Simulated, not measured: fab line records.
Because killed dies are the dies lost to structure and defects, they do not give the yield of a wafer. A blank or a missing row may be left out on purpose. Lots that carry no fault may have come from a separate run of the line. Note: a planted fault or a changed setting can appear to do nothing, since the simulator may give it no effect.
fab line records ; flow sky130
record: lots: 11; wafers: 33; last_day: 50
route steps=708 shown METAL1@454 VIA1@471 VIA3@597 PAD_OPEN@708
lots with no fault: from the same line, run without faults
start_h: hours from the record's first day to the start of the lot's first wafer shown ; wait_h: time in hours since the lot's previous step ; " repeats the value in the row above ; L1.1+2: one row covering several wafers at once ; - no value present, or no start provided ; * or withheld: withheld ; < > ~ a bound
route shown NAME@n: a module of which the file shows steps, and the number in the route of the first ; usual: mean and standard deviation over wafers with no fault ; same: alike in all rows ; chamber/n: place in a boat ; sites: each site's reading ; _std_site: standard deviation across them ; _edge_site: the outer-site mean with the inner-site mean subtracted ; radius_mm: for every site, how far away it sits from the centre of the wafer ; mask NAME#n: copy n ; behind: tool/chamber where the wafer was last shaped ; hold: why the lot was held/for how many hours/how that ended ; device: the n, p or np transistor that did not switch ; end of line: the tests these same wafers got at the end of their route ; a step with no rows: only its recipe ; killed: dies lost to structure and defects at the first sort, not the wafer's yield ; map: a wafer's dies, marking killed ones x, the rest . and places with no die _
set.NAME: the setting the step ran with; set.NAME@STEP: the setting that earlier step ran with ; model.NAME: the simulator's own value behind a step, which no gauge read
the route's steps for a sample of lots (tables are steps, rows are wafers)
services: from which hour (start_h, from the record's first day; less than 0 if before it) a tool's chamber was out of use, for how many hours, and why
== steps ==
step: SKY_METAL1_STRIP_20
recipe: chemistry: O2/N2; power_w: 1400; pressure_mtorr: 1500; platen_temp_c: withheld; o2_flow_sccm: 3000; n2_flow_sccm: 300; overash_fraction: 0.5
usual: drypump_motor_current_A: 5.8/0.55; n2_flow_sccm: 300.0/0.92; oes_product_au: 0.344/0.0047; strip_time_to_endpoint_s: 2.720/0.027
lot.wafer;tool;chamber;start_h;wait_h;drypump_motor_current_A;n2_flow_sccm;oes_product_au;rf_hours_counter_h;strip_time_to_endpoint_s
L886.2;plasma_asher-03;1;802.01;0.1;5.6;300.3;0.342;6;2.683
L886.3;plasma_asher-03;1;802.01;0.1;5.6;298.3;0.340;-;2.697
L886.4;plasma_asher-03;0;802.01;0.1;6.2;300.1;0.344;-;2.692
L888.1;plasma_asher-01;0;803.20;0.1;5.8;299.7;0.342;40;2.745
L888.3;plasma_asher-01;0;803.20;0.1;5.8;299.9;0.343;-;2.758
L888.4;plasma_asher-01;1;803.20;0.1;4.9;300.8;0.356;-;2.810
L887.1;plasma_asher-01;0;805.63;0.1;5.8;298.7;0.338;40;2.696
L887.4;plasma_asher-01;1;805.63;0.1;4.9;300.3;0.345;-;2.704
L887.6;plasma_asher-01;1;805.63;0.1;4.9;299.8;0.340;-;2.695
L891.1;plasma_asher-01;1;818.55;0.1;4.9;300.6;0.342;42;2.729
L891.4;plasma_asher-01;1;818.55;0.1;4.9;299.8;0.341;-;2.762
L891.6;plasma_asher-01;1;818.55;0.1;4.9;300.0;0.340;-;2.676
L896.3;plasma_asher-02;0;853.82;0.1;6.7;300.9;0.351;-;2.733
L896.4;plasma_asher-02;1;853.82;0.1;5.7;299.0;0.343;-;2.722
L896.5;plasma_asher-02;1;853.82;0.1;5.7;299.8;0.345;-;2.748
L902.1;plasma_asher-02;0;897.00;0.1;6.7;300.3;0.353;76;2.730
L902.3;plasma_asher-02;0;897.00;0.1;6.7;299.7;0.348;-;2.721
L902.5;plasma_asher-02;1;897.00;0.1;5.7;299.5;0.350;-;2.725
L903.1;plasma_asher-03;1;904.36;0.1;5.6;300.2;0.342;16;2.677
L903.2;plasma_asher-03;0;904.36;0.1;6.2;299.7;0.344;16;2.693
L903.4;plasma_asher-03;1;904.36;0.1;5.6;298.9;0.345;-;2.670
L904.1;plasma_asher-02;1;912.55;0.1;5.7;300.1;0.342;77;2.719
L904.3;plasma_asher-02;1;912.55;0.1;5.7;299.0;0.344;-;2.723
L904.6;plasma_asher-02;1;912.55;0.1;5.7;301.1;0.345;-;2.699
L905.1;plasma_asher-02;1;913.50;0.1;5.7;299.9;0.347;78;2.714
L905.2;plasma_asher-02;0;913.50;0.1;6.6;299.5;0.350;78;2.744
L905.5;plasma_asher-02;1;913.50;0.1;5.7;298.7;0.350;-;2.699
L907.4;plasma_asher-03;0;921.94;0.1;6.2;301.3;0.355;-;2.746
L907.5;plasma_asher-03;1;921.94;0.1;5.6;300.2;0.338;-;2.734
L907.6;plasma_asher-03;0;921.94;0.1;6.2;300.8;0.346;-;2.749
L906.1;plasma_asher-02;1;928.45;0.1;5.7;299.7;0.339;79;2.690
L906.5;plasma_asher-02;1;928.45;0.1;5.7;300.9;0.348;-;2.693
L906.6;plasma_asher-02;0;928.45;0.1;6.7;301.7;0.348;-;2.706
step: SKY_VIA1_OVL_MEAS_13
usual: VIA1_OVL: 2/5.8
lot.wafer;tool;chamber;start_h;wait_h;VIA1_OVL[nm]
L886.2;overlay-01;-;830.18;0.1;4
L886.3;overlay-01;-;830.18;0.1;-2
L886.4;overlay-01;-;830.18;0.1;2
L888.1;overlay-02;-;830.88;0.1;7
L888.3;overlay-02;-;830.88;0.1;10
L888.4;overlay-02;-;830.88;0.1;0
L887.1;overlay-02;-;833.28;0.1;7
L887.4;overlay-02;-;833.28;0.1;7
L887.6;overlay-02;-;833.28;0.1;14
L891.1;overlay-01;-;845.78;0.1;-6
L891.4;overlay-01;-;845.78;0.1;-6
L891.6;overlay-01;-;845.78;0.1;-11
L896.3;overlay-02;-;880.65;0.1;11
L896.4;overlay-02;-;880.65;0.1;8
L896.5;overlay-02;-;880.65;0.1;4
L902.1;overlay-01;-;923.48;0.1;-6
L902.3;overlay-01;-;923.48;0.1;-1
L902.5;overlay-01;-;923.48;0.1;-5
L903.1;overlay-01;-;930.28;0.1;-8
L903.2;overlay-01;-;930.28;0.1;7
L903.4;overlay-01;-;930.28;0.1;11
L904.1;overlay-01;-;938.73;0.1;1
L904.3;overlay-01;-;938.73;0.1;2
L904.6;overlay-01;-;938.73;0.1;3
L905.1;overlay-01;-;939.59;0.1;5
L905.2;overlay-01;-;939.59;0.1;8
L905.5;overlay-01;-;939.59;0.1;6
L907.4;overlay-02;-;947.63;0.1;-4
L907.5;overlay-02;-;947.63;0.1;1
L907.6;overlay-02;-;947.63;0.1;-1
L906.1;overlay-01;-;953.53;0.1;5
L906.5;overlay-01;-;953.53;0.1;4
L906.6;overlay-01;-;953.53;0.1;1
step: SKY_VIA1_CMP_24
recipe: stop_on: SiO2; t_overpolish_s: 15; down_force_psi: 3.5; platen_rpm: 60; target_thk_nm: 0; pad_velocity_m_s: 0.94248
usual: edge_zone_pressure_frac: 1.001/0.0056; head_pressure_psi: 3.501/0.008; motor_current_A: 11.0/1.3; overpolish_run_s: 15.000/0.0093; time_to_endpoint_s: 63.0/2.3
lot.wafer;tool;chamber;start_h;wait_h;edge_zone_pressure_frac;head_pressure_psi;motor_current_A;overpolish_run_s;time_to_endpoint_s
L886.2;cmp-02;3;831.26;0.0;0.994;3.508;10.6;15.010;65.5
L886.4;cmp-02;1;831.26;0.0;1.000;3.507;10.8;14.986;64.7
L886.3;cmp-02;2;831.26;0.0;0.998;3.491;10.1;14.997;64.2
L888.4;cmp-02;3;831.93;0.0;1.012;3.490;11.1;15.009;66.5
L888.1;cmp-02;0;831.93;0.0;1.002;3.499;9.8;15.002;63.8
L888.3;cmp-02;1;831.93;0.0;0.996;3.505;11.0;14.998;62.4
L887.1;cmp-02;2;834.33;0.1;0.997;3.501;9.5;15.010;60.6
L887.4;cmp-02;0;834.33;0.1;0.998;3.497;9.9;15.002;61.2
L887.6;cmp-02;3;834.33;0.1;1.000;3.511;10.9;15.003;64.8
L891.1;cmp-02;2;846.91;0.1;1.002;3.512;9.5;14.999;64.6
L891.4;cmp-02;0;846.91;0.1;1.002;3.498;9.9;14.994;61.9
L891.6;cmp-02;1;846.91;0.1;0.992;3.500;10.1;15.009;62.3
L896.3;cmp-01;1;881.78;0.1;1.001;3.504;12.4;15.001;61.8
L896.4;cmp-01;3;881.78;0.1;0.998;3.493;13.1;15.001;61.2
L896.5;cmp-01;0;881.78;0.1;1.002;3.500;9.1;14.996;64.9
L902.3;cmp-02;1;924.96;0.0;0.999;3.496;10.1;14.991;64.3
L902.1;cmp-02;0;924.96;0.0;0.996;3.497;10.2;14.978;64.0
L902.5;cmp-02;2;924.96;0.0;1.001;3.501;9.1;15.005;64.4
L903.2;cmp-02;1;931.73;0.1;0.992;3.505;10.3;15.008;63.8
L903.4;cmp-02;2;931.73;0.1;1.010;3.502;9.0;14.990;67.6
L903.1;cmp-02;3;931.73;0.1;0.992;3.495;11.7;14.989;68.8
L904.1;cmp-01;1;939.85;0.1;1.003;3.508;12.4;15.000;66.3
L904.3;cmp-01;3;939.85;0.1;1.009;3.518;12.8;14.996;63.9
L904.6;cmp-01;2;939.85;0.1;1.003;3.484;11.4;14.987;65.1
L905.1;cmp-01;0;940.73;0.1;1.005;3.490;9.9;14.994;66.7
L905.2;cmp-01;3;940.73;0.1;1.006;3.501;12.5;15.002;62.9
L905.5;cmp-01;1;940.73;0.1;0.996;3.507;12.6;15.028;61.5
L907.4;cmp-02;1;949.10;0.0;1.004;3.504;10.5;14.983;62.3
L907.5;cmp-02;1;949.10;0.0;0.999;3.493;10.5;15.002;63.2
L907.6;cmp-02;2;949.10;0.0;0.997;3.486;10.2;15.004;63.1
L906.1;cmp-01;0;954.73;0.2;1.004;3.493;8.8;14.999;62.6
L906.6;cmp-01;1;954.73;0.2;1.000;3.487;12.4;15.011;60.6
L906.5;cmp-01;2;954.73;0.2;0.997;3.496;11.1;14.995;62.3
step: SKY_VIA3_CMP_24
recipe: stop_on: SiO2; t_overpolish_s: 20; down_force_psi: 3.5; platen_rpm: 60; target_thk_nm: 0; pad_velocity_m_s: 0.94248
usual: edge_zone_pressure_frac: 0.999/0.0052; head_pressure_psi: 3.499/0.008; motor_current_A: 11.0/1.3; overpolish_run_s: 20.001/0.0094; time_to_endpoint_s: 95/3.2
lot.wafer;tool;chamber;start_h;wait_h;edge_zone_pressure_frac;head_pressure_psi;motor_current_A;overpolish_run_s;time_to_endpoint_s
L886.2;cmp-01;1;964.58;0.0;0.996;3.502;11.7;20.005;90
L886.4;cmp-01;2;964.58;0.0;0.990;3.499;11.8;20.005;94
L886.3;cmp-01;3;964.58;0.0;1.002;3.492;13.6;20.012;92
L888.3;cmp-01;2;966.51;0.1;1.000;3.506;11.7;20.010;94
L888.1;cmp-01;3;966.51;0.1;1.003;3.507;13.5;19.992;95
L888.4;cmp-01;0;966.51;0.1;0.991;3.505;9.0;20.002;98
L887.1;cmp-01;1;967.28;0.1;1.002;3.492;12.6;19.996;95
L887.4;cmp-01;2;967.28;0.1;0.997;3.488;11.8;19.999;93
L887.6;cmp-01;0;967.28;0.1;1.008;3.500;9.2;19.995;94
L891.4;cmp-02;2;978.58;0.0;1.003;3.493;9.8;19.995;100
L891.1;cmp-02;0;978.58;0.0;1.002;3.497;10.0;19.998;97
L891.6;cmp-02;3;978.58;0.0;1.006;3.495;11.0;20.006;101
L896.4;cmp-02;1;1010.68;0.1;1.003;3.494;10.1;20.002;95
L896.3;cmp-02;2;1010.68;0.1;1.001;3.504;9.6;20.002;94
L896.5;cmp-02;0;1010.68;0.1;0.993;3.503;9.8;19.996;94
L902.1;cmp-01;3;1048.18;0.1;0.996;3.513;13.3;20.001;93
L902.3;cmp-01;0;1048.18;0.1;1.003;3.491;9.9;0.036;149
L902.5;cmp-01;3;1048.18;0.1;0.997;3.504;13.2;20.002;93
L903.4;cmp-01;0;1052.88;0.0;1.001;3.482;9.4;20.015;96
L903.2;cmp-01;2;1052.88;0.0;0.999;3.497;11.6;0.031;150
L903.1;cmp-01;3;1052.88;0.0;0.999;3.492;12.9;20.026;90
L904.1;cmp-02;0;1060.08;0.1;1.001;3.498;10.5;19.990;93
L904.3;cmp-02;1;1060.08;0.1;0.993;3.494;10.7;19.986;92
L904.6;cmp-02;1;1060.08;0.1;0.994;3.509;10.8;20.008;95
L905.2;cmp-02;2;1063.97;0.1;1.001;3.511;9.7;20.012;99
L905.1;cmp-02;3;1063.97;0.1;1.001;3.484;10.8;19.999;102
L905.5;cmp-02;0;1063.97;0.1;1.000;3.497;10.4;20.011;96
L907.4;cmp-02;3;1069.81;0.2;1.002;3.493;10.7;19.992;100
L907.5;cmp-02;0;1069.81;0.2;0.994;3.499;10.2;19.999;93
L907.6;cmp-02;1;1069.81;0.2;1.011;3.501;10.1;19.996;93
L906.1;cmp-02;2;1074.48;0.2;1.006;3.505;9.5;19.999;94
L906.5;cmp-02;3;1074.48;0.2;0.992;3.511;11.4;19.998;99
L906.6;cmp-02;0;1074.48;0.2;0.997;3.507;11.0;20.022;92
step: SKY_PAD_OPEN_PROBE_99
usual: defect_limited_yield: 82.3/1.9; killed_at_M0_to_M3: 44/6.5; killed_at_M4_up: 3.3/1.9; killed_at_contacts: 24/5.3; killed_at_front_end: 15/4.5; killed_at_other: 0.3/0.58; killed_dies: 87/9.3; killed_on_rim: 17/4.2; killed_open: 48/6.6; killed_short: 39/6.1; sort_bin_3_pad_short: 0.9/0.46; sort_bin_5_function: 10.5/1.6; sort_bin_6_memory: 6.3/1.1; sort_n_pass: 405/9.3; sort_yield_pct: 82.3/1.9
same: gross_dies: 492; killed_at_back_side: 0; sort_bin_4_leakage[%]: 0; sort_bin_8_speed[%]: 0
lot.wafer;tool;chamber;start_h;wait_h;defect_limited_yield[%];killed_at_M0_to_M3;killed_at_M4_up;killed_at_contacts;killed_at_front_end;killed_at_other;killed_dies;killed_on_rim;killed_open;killed_short;sort_bin_3_pad_short[%];sort_bin_5_function[%];sort_bin_6_memory[%];sort_n_pass;sort_yield_pct[%]
L886.2;prober-01;-;1104.78;0.1;83.5;37;4;23;17;0;81;15;45;36;1.2;10.2;5.1;411;83.5
L886.3;prober-01;-;1104.83;0.2;84.3;37;2;27;11;0;77;16;49;28;0.2;9.8;5.7;415;84.3
L886.4;prober-01;-;1104.88;0.2;82.9;50;2;16;15;1;84;19;46;38;1.2;8.9;6.9;408;82.9
L888.1;prober-02;-;1106.05;0.1;81.3;46;6;21;19;0;92;20;46;46;2.0;10.4;6.3;400;81.3
L888.3;prober-02;-;1106.15;0.2;87.8;34;1;15;10;0;60;9;31;29;0.4;7.5;4.3;432;87.8
L888.4;prober-02;-;1106.20;0.2;82.1;43;4;18;23;0;88;20;42;46;1.2;11.6;5.1;404;82.1
L887.1;prober-01;-;1106.73;0.1;82.5;46;6;22;12;0;86;20;48;38;0.2;11.4;5.9;406;82.5
L887.4;prober-01;-;1106.88;0.2;84.1;39;4;17;17;1;78;18;51;27;0;8.5;7.3;414;84.1
L887.6;prober-01;-;1106.98;0.2;84.1;39;5;15;19;0;78;19;39;39;1.0;10.4;4.5;414;84.1
L891.1;prober-01;-;1115.79;0.1;82.7;40;3;24;18;0;85;17;46;39;0.2;10.6;6.5;407;82.7
L891.4;prober-01;-;1115.94;0.2;82.5;50;2;26;7;1;86;15;56;30;0.2;10.4;6.9;406;82.5
L891.6;prober-01;-;1116.04;0.2;82.3;40;5;29;13;0;87;21;47;40;1.0;8.3;8.3;405;82.3
L896.3;prober-01;-;1144.09;0.2;83.1;39;4;28;12;0;83;12;43;40;1.6;10.4;4.9;409;83.1
L896.4;prober-01;-;1144.14;0.2;82.9;48;3;21;11;1;84;15;40;44;0.6;10.8;5.7;408;82.9
L896.5;prober-01;-;1144.19;0.2;80.3;48;5;25;19;0;97;19;49;47;0.6;13.0;6.1;395;80.3
L902.1;prober-01;-;1174.88;0.1;81.7;42;4;27;17;0;90;17;57;33;1.2;11.2;5.9;402;81.7
L902.3;prober-01;-;1174.98;0.2;0;445;4;30;13;0;492;96;53;49;80.5;13.2;6.3;0;0
L902.5;prober-01;-;1175.08;0.2;77.4;56;0;27;28;0;111;30;56;55;1.2;13.6;7.7;381;77.4
L903.1;prober-02;-;1177.75;0.1;85.4;31;3;25;13;0;72;16;38;34;0.8;8.3;5.5;420;85.4
L903.2;prober-02;-;1177.80;0.1;0;449;1;32;10;0;492;96;56;37;81.7;10.6;7.7;0;0
L903.4;prober-02;-;1177.90;0.2;83.3;34;5;27;15;1;82;23;43;39;0.2;10.0;6.5;410;83.3
L904.1;prober-01;-;1183.97;0.1;82.7;39;3;27;16;0;85;12;46;39;0.4;11.8;5.1;407;82.7
L904.3;prober-01;-;1184.07;0.2;84.3;39;3;26;9;0;77;13;44;33;1.4;8.9;5.3;415;84.3
L904.6;prober-01;-;1184.22;0.2;82.3;40;3;28;16;0;87;19;45;42;0.6;9.8;7.3;405;82.3
L905.1;prober-01;-;1187.30;0.1;84.1;46;2;18;11;1;78;16;46;32;0.8;10.8;4.3;414;84.1
L905.2;prober-01;-;1187.35;0.1;84.6;40;4;24;7;1;76;9;40;36;1.6;9.3;4.5;416;84.6
L905.5;prober-01;-;1187.50;0.2;81.5;42;1;26;21;1;91;20;44;47;1.2;11.6;5.7;401;81.5
L907.4;prober-02;-;1190.44;0.2;85.4;34;2;23;13;0;72;18;38;34;0.8;8.9;4.9;420;85.4
L907.5;prober-02;-;1190.49;0.2;82.7;38;3;22;22;0;85;12;42;43;0.4;11.2;5.7;407;82.7
L907.6;prober-02;-;1190.54;0.2;82.9;44;5;18;17;0;84;21;48;36;0.6;10.8;5.7;408;82.9
L906.1;prober-01;-;1192.64;0.1;80.3;43;5;25;24;0;97;16;55;42;1.2;11.2;7.3;395;80.3
L906.5;prober-01;-;1192.84;0.2;81.9;40;1;34;14;0;89;20;54;35;0.8;10.0;7.3;403;81.9
L906.6;prober-01;-;1192.89;0.2;86.2;35;5;18;10;0;68;12;36;32;0.6;9.1;4.1;424;86.2
killed by level:class
L886.2 VIA3:geometric_particle:open=9 CONTACT:geometric_particle:open=7 POLY_GATE:geometric_particle:short=6 LI_CONTACT:geometric_particle:open=6 VIA2:geometric_particle:short=5 LI_CONTACT:geometric_particle:short=5 VIA1:geometric_particle:open=5 VIA2:geometric_particle:open=5
L886.3 CONTACT:geometric_particle:open=15 VIA1:geometric_particle:open=10 LI_CONTACT:geometric_particle:open=7 VIA2:geometric_particle:open=6 VIA3:geometric_particle:open=4 METAL2:geometric_particle:short=4 FIELD_ISO:geometric_particle:short=3 CONTACT:geometric_particle:short=3
L886.4 VIA1:geometric_particle:open=13 VIA3:geometric_particle:open=9 LI_CONTACT:geometric_particle:open=7 METAL1:geometric_particle:short=7 FIELD_ISO:geometric_particle:short=5 CONTACT:geometric_particle:open=5 METAL2:geometric_particle:short=5 VIA1:geometric_particle:short=4
L888.1 VIA3:geometric_particle:open=10 FIELD_ISO:geometric_particle:open=6 LOCAL_INTERCONNECT:geometric_particle:short=6 METAL1:geometric_particle:short=6 CONTACT:geometric_particle:open=6 VIA1:geometric_particle:open=6 VIA2:geometric_particle:open=5 FIELD_ISO:geometric_particle:short=4
L888.3 CONTACT:geometric_particle:open=8 VIA1:geometric_particle:short=7 LI_CONTACT:geometric_particle:open=6 METAL2:geometric_particle:short=6 FIELD_ISO:geometric_particle:short=5 METAL1:geometric_particle:short=4 VIA1:geometric_particle:open=4 VIA2:geometric_particle:open=3
L888.4 VIA1:geometric_particle:open=12 POLY_GATE:geometric_particle:short=8 CONTACT:geometric_particle:open=8 METAL1:geometric_particle:short=8 METAL2:geometric_particle:short=7 VIA3:geometric_particle:open=7 FIELD_ISO:geometric_particle:open=6 LI_CONTACT:geometric_particle:open=5
L887.1 CONTACT:geometric_particle:open=10 VIA1:geometric_particle:open=10 VIA2:geometric_particle:open=9 LI_CONTACT:geometric_particle:open=6 VIA3:geometric_particle:short=6 METAL1:geometric_particle:short=5 VIA2:geometric_particle:short=5 VIA1:geometric_particle:short=4
L887.4 VIA1:geometric_particle:open=15 CONTACT:geometric_particle:open=8 LI_CONTACT:geometric_particle:open=6 VIA2:geometric_particle:short=6 POLY_GATE:geometric_particle:open=5 VIA3:geometric_particle:open=5 POLY_GATE:geometric_particle:short=4 FIELD_ISO:geometric_particle:short=3
L887.6 CONTACT:geometric_particle:open=7 VIA1:geometric_particle:open=7 FIELD_ISO:geometric_particle:short=6 VIA3:geometric_particle:open=6 METAL3:geometric_particle:short=5 METAL4:geometric_particle:short=5 LI_CONTACT:geometric_particle:short=4 FIELD_ISO:geometric_particle:open=3
L891.1 VIA1:geometric_particle:open=9 VIA3:geometric_particle:open=8 CONTACT:geometric_particle:open=8 VIA2:geometric_particle:open=7 METAL1:geometric_particle:short=5 FIELD_ISO:geometric_particle:open=4 LI_CONTACT:geometric_particle:open=4 METAL2:geometric_particle:short=4
L891.4 VIA1:geometric_particle:open=16 VIA3:geometric_particle:open=9 LI_CONTACT:geometric_particle:open=7 CONTACT:geometric_particle:open=7 VIA2:geometric_particle:open=7 LI_CONTACT:geometric_particle:short=5 CONTACT:geometric_particle:short=4 VIA1:geometric_particle:short=4
L891.6 CONTACT:geometric_particle:short=10 VIA2:geometric_particle:open=10 VIA1:geometric_particle:open=8 LI_CONTACT:geometric_particle:open=6 CONTACT:geometric_particle:open=5 LOCAL_INTERCONNECT:geometric_particle:short=5 VIA2:geometric_particle:short=4 POLY_GATE:geometric_particle:open=3
L896.3 VIA1:geometric_particle:open=10 CONTACT:geometric_particle:short=10 VIA3:geometric_particle:open=10 LOCAL_INTERCONNECT:geometric_particle:short=9 VIA2:geometric_particle:open=6 POLY_GATE:geometric_particle:open=5 LI_CONTACT:geometric_particle:open=5 FIELD_ISO:geometric_particle:open=3
L896.4 VIA1:geometric_particle:open=13 VIA1:geometric_particle:short=7 CONTACT:geometric_particle:short=7 CONTACT:geometric_particle:open=6 METAL1:geometric_particle:short=6 VIA3:geometric_particle:open=4 METAL2:geometric_particle:short=4 FIELD_ISO:geometric_particle:open=3
L896.5 VIA1:geometric_particle:open=8 CONTACT:geometric_particle:open=7 VIA2:geometric_particle:open=7 FIELD_ISO:geometric_particle:short=6 METAL2:geometric_particle:short=6 VIA3:geometric_particle:open=6 SPACER:geometric_particle:open=5 LOCAL_INTERCONNECT:geometric_particle:short=5
L902.1 VIA1:geometric_particle:open=12 LI_CONTACT:geometric_particle:open=10 CONTACT:geometric_particle:open=8 FIELD_ISO:geometric_particle:open=6 POLY_GATE:geometric_particle:open=6 CONTACT:geometric_particle:short=6 VIA3:geometric_particle:open=6 METAL2:geometric_particle:short=5
L902.3 VIA3:area_cmp=390 VIA1:geometric_particle:open=13 CONTACT:geometric_particle:open=9 LI_CONTACT:geometric_particle:open=7 CONTACT:geometric_particle:short=7 METAL2:geometric_particle:short=7 VIA1:geometric_particle:short=6 VIA2:geometric_particle:open=6
L902.5 VIA1:geometric_particle:open=12 VIA1:geometric_particle:short=9 LI_CONTACT:geometric_particle:open=8 CONTACT:geometric_particle:open=8 VIA3:geometric_particle:open=8 FIELD_ISO:geometric_particle:short=7 VIA3:geometric_particle:short=7 LOCAL_INTERCONNECT:geometric_particle:short=6
L903.1 VIA1:geometric_particle:open=12 LI_CONTACT:geometric_particle:open=9 FIELD_ISO:geometric_particle:short=6 CONTACT:geometric_particle:short=5 CONTACT:geometric_particle:open=5 VIA2:geometric_particle:open=4 METAL1:geometric_particle:short=4 POLY_GATE:geometric_particle:short=3
L903.2 VIA3:area_cmp=399 VIA1:geometric_particle:open=13 CONTACT:geometric_particle:open=12 VIA1:geometric_particle:short=9 VIA3:geometric_particle:open=7 LI_CONTACT:geometric_particle:open=6 VIA2:geometric_particle:open=6 FIELD_ISO:geometric_particle:open=5
L903.4 VIA1:geometric_particle:open=15 LOCAL_INTERCONNECT:geometric_particle:short=11 CONTACT:geometric_particle:open=9 FIELD_ISO:geometric_particle:short=5 VIA1:geometric_particle:short=4 METAL4:geometric_particle:short=4 FIELD_ISO:geometric_particle:open=3 POLY_GATE:geometric_particle:open=3
L904.1 VIA1:geometric_particle:open=14 CONTACT:geometric_particle:open=8 CONTACT:geometric_particle:short=7 LI_CONTACT:geometric_particle:open=6 LOCAL_INTERCONNECT:geometric_particle:short=6 VIA3:geometric_particle:open=6 FIELD_ISO:geometric_particle:short=5 VIA2:geometric_particle:open=5
L904.3 VIA3:geometric_particle:open=13 LI_CONTACT:geometric_particle:open=8 CONTACT:geometric_particle:open=8 LOCAL_INTERCONNECT:geometric_particle:short=6 METAL1:geometric_particle:short=6 VIA2:geometric_particle:open=6 POLY_GATE:geometric_particle:short=5 VIA1:geometric_particle:open=5
L904.6 CONTACT:geometric_particle:open=10 LI_CONTACT:geometric_particle:open=7 VIA2:geometric_particle:open=6 POLY_GATE:geometric_particle:open=5 CONTACT:geometric_particle:short=5 METAL1:geometric_particle:short=5 METAL3:geometric_particle:short=5 METAL2:geometric_particle:short=5
L905.1 LI_CONTACT:geometric_particle:open=7 VIA1:geometric_particle:open=7 VIA2:geometric_particle:open=7 CONTACT:geometric_particle:open=6 METAL2:geometric_particle:short=6 VIA3:geometric_particle:open=6 VIA1:geometric_particle:short=5 METAL1:geometric_particle:short=4
L905.2 CONTACT:geometric_particle:open=10 VIA1:geometric_particle:open=10 METAL2:geometric_particle:short=6 VIA3:geometric_particle:open=5 METAL1:geometric_particle:short=5 LOCAL_INTERCONNECT:geometric_particle:short=4 METAL4:geometric_particle:short=4 LI_CONTACT:geometric_particle:open=3
L905.5 VIA1:geometric_particle:open=9 LI_CONTACT:geometric_particle:open=8 CONTACT:geometric_particle:open=8 METAL1:geometric_particle:short=7 METAL2:geometric_particle:short=6 FIELD_ISO:geometric_particle:short=5 CONTACT:geometric_particle:short=5 VIA3:geometric_particle:short=5
L907.4 CONTACT:geometric_particle:open=9 METAL1:geometric_particle:short=8 VIA1:geometric_particle:open=8 VIA2:geometric_particle:open=7 FIELD_ISO:geometric_particle:short=4 LOCAL_INTERCONNECT:geometric_particle:short=4 CONTACT:geometric_particle:short=4 VIA3:geometric_particle:open=4
L907.5 FIELD_ISO:geometric_particle:open=7 VIA1:geometric_particle:open=7 CONTACT:geometric_particle:open=6 FIELD_ISO:geometric_particle:short=5 VIA3:geometric_particle:open=5 VIA2:geometric_particle:short=5 LI_CONTACT:geometric_particle:open=4 LOCAL_INTERCONNECT:geometric_particle:short=4
L907.6 VIA3:geometric_particle:open=10 VIA1:geometric_particle:open=9 CONTACT:geometric_particle:open=6 FIELD_ISO:geometric_particle:open=5 LOCAL_INTERCONNECT:geometric_particle:short=5 METAL1:geometric_particle:short=5 METAL2:geometric_particle:short=5 POLY_GATE:geometric_particle:short=4
L906.1 CONTACT:geometric_particle:open=16 VIA1:geometric_particle:open=10 VIA2:geometric_particle:open=8 POLY_GATE:geometric_particle:open=7 VIA3:geometric_particle:open=7 FIELD_ISO:geometric_particle:short=6 POLY_GATE:geometric_particle:short=6 METAL2:geometric_particle:short=6
L906.5 CONTACT:geometric_particle:open=15 VIA1:geometric_particle:open=10 LI_CONTACT:geometric_particle:open=9 VIA3:geometric_particle:open=6 METAL2:geometric_particle:short=6 METAL1:geometric_particle:short=5 VIA2:geometric_particle:open=5 POLY_GATE:geometric_particle:short=3
L906.6 VIA1:geometric_particle:open=10 CONTACT:geometric_particle:open=8 VIA1:geometric_particle:short=5 VIA2:geometric_particle:open=4 METAL4:geometric_particle:short=4 FIELD_ISO:geometric_particle:short=3 POLY_GATE:geometric_particle:open=3 LI_CONTACT:geometric_particle:open=3
== services ==
tool;chamber;start_h;hours;kind
cmp-01;-;785.61;3.7;pm
plasma_asher-01;-;787.57;2.8;pm
plasma_asher-03;-;808.35;2.8;pm
plasma_asher-02;-;826.96;14.6;pm
cmp-01;-;852.76;5.4;repair
plasma_asher-03;-;860.22;2.6;repair
cmp-01;-;901.82;6.2;repair
cmp-02;-;909.82;2.7;repair
cmp-02;-;911.93;0.3;repair
cmp-02;-;912.56;4.0;pm
cmp-02;-;916.56;-;consumable_replace:conditioner
cmp-02;-;916.56;-;consumable_replace:pad
plasma_asher-03;-;945.31;1.2;repair
cmp-02;-;956.36;0.2;repair
cmp-02;-;973.73;4.0;pm
plasma_asher-01;-;982.33;1.3;repair
plasma_asher-02;-;985.89;5.4;repair
cmp-01;-;989.27;16.3;repair
plasma_asher-03;-;1019.86;2.2;repair
cmp-01;-;1027.99;3.7;pm
== key ==
first_sign: step: SKY_VIA3_CMP_24; reading: overpolish_run_s; direction: down; sigmas: 99+; usual: 20.001; struck: 0.034
effect: step: SKY_VIA3_CMP_24; reading: time_to_endpoint_s; direction: up; sigmas: 17; usual: *; struck: *
effect: step: SKY_PAD_OPEN_PROBE_99; reading: sort_bin_3_pad_short; direction: up; sigmas: 99+; usual: 0.9; struck: 81.1
more_kills_born_at: SKY_VIA3_CMP_24@cmp-01: 789
met_at SKY_VIA3_CMP_24
struck_lots L902,L903
struck_wafers L902.3,L903.2
later_rows_left_out L902.3,L903.2
not_acting_at SKY_METAL1_STRIP_20,SKY_VIA1_OVL_MEAS_13,SKY_VIA1_CMP_24
onset_between 967.28 1048.18
fault: kind: process_parameter_drift; tool: cmp-01; chamber: -; onset_h: 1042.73; steps: SKY_VIA3_CMP_24; channel: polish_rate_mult; offset: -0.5; shape: step; end_h: 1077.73; scope: struck_wafers_only
later_rows_left_out: the simulator's readings of these wafers behind a module that went badly wrong aren't trusted and aren't shown, but for the sort
